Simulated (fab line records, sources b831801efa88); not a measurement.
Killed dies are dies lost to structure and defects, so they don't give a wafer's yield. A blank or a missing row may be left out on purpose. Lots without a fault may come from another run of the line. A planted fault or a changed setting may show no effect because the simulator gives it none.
Problem report in the 8D (eight disciplines) form, filled by code | flow sky130 | the parts of the form that need people (team, actions taken, sign-off) are left out

1. THE PROBLEM
oes_product_au at SKY_METAL4_METAL_ETCH_18 reads a mean of 0.827 a.u. on 6 wafers of 2 lots; wafers without a fault read 0.866 a.u. with a standard deviation of 0.0059. That is -6.6 standard deviations from the usual mean.
The step: etches the open film in Cl2/BCl3, stops on SiO2, target depth 845 nm, time 183.1 s.
First seen on wafer L682.1, day 45 22:28, on rie_metal-02. The record holds 42 wafers of 14 lots with a number at this step. Rule for "out", or "out of limits": more than 4 standard deviations from the usual mean. The other wafers with a number count as sound.

2. WHAT IT IS AND WHAT IT IS NOT
question                    | is                         | is not
which readings at this step | oes_product_au             | throttle_valve_pct
which lots                  | L682, L683                 | L668, L669, L670, L671, L672, L675, L681, L685, L686, L688, L689, L691
which wafers of those lots  | all that have a number     | -
read on which tools         | rie_metal-02, rie_metal-03 | rie_metal-01
when                        | from day 45 22:28          | up to then (21 sound wafers); but 15 sound wafers of L685, L686, L688, L689, L691 came after

3. SUSPECTS, AND WHAT RULES EACH OUT
Counting: a tool at a process step up to the reading stays a suspect if it ran every lot that is out and no sound lot after the first of them.
- rie_diel-02 at SKY_VIA3_ETCH_15 (etches SiO2 in C4F8/O2/Ar, stops on TiN, target depth 507 nm, time 78 s): ruled out as a lasting fault. Sound lots L685, L689 ran on it after its first lot that is out, L682 (day 44 00:28).
- pvd_sputter-04 at SKY_METAL4_SPUTTER_04 (material TiN, target thk 70 nm, time 58.3 s): ruled out as a lasting fault. Sound lots L686, L689, L691 ran on it after its first lot that is out, L682 (day 44 01:53).
Left after counting: nothing in the record.

4. THE CAUSE (what the simulator had put in)
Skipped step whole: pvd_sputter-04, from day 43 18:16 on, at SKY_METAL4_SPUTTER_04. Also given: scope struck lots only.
Counting ruled it out, wrongly: the rule takes a fault to strike every lot that its tool runs from its start on, and this one did not.

5. THE CHAIN OF EFFECTS, in route order
Each row: a reading whose mean over the struck wafers that have a number lies more than 3 standard deviations from the usual. Only readings for which the record gives a usual standard deviation are gone through. hours: the time from each lot's start at the first step in this table that gives one to its start at this step, as a median over the lots. sigmas: the change in usual standard deviations.
hours | step                     | reading        | usual      | on struck wafers | change | sigmas
0     | SKY_METAL4_METAL_ETCH_18 | oes_product_au | 0.866 a.u. | 0.827            | -0.039 | -6.6
The process steps in it:
- SKY_METAL4_METAL_ETCH_18: etches the open film in Cl2/BCl3, stops on SiO2, target depth 845 nm, time 183.1 s.
Readings that are blank on the struck wafers while sound wafers have them: cathode_dc_power_W at SKY_METAL4_SPUTTER_04; chamber_pressure_pa at SKY_METAL4_SPUTTER_04; throttle_valve_pct at SKY_METAL4_SPUTTER_04.

6. WHAT WOULD HAVE CAUGHT IT SOONER
In this record the first reading out of limits was taken at day 45 22:28, 52 hours after the fault began at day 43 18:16.
At SKY_METAL4_SPUTTER_04 the tool's readings are blank on the struck wafers, where sound wafers have them: an empty tool record is the first sign, and it was there at once.
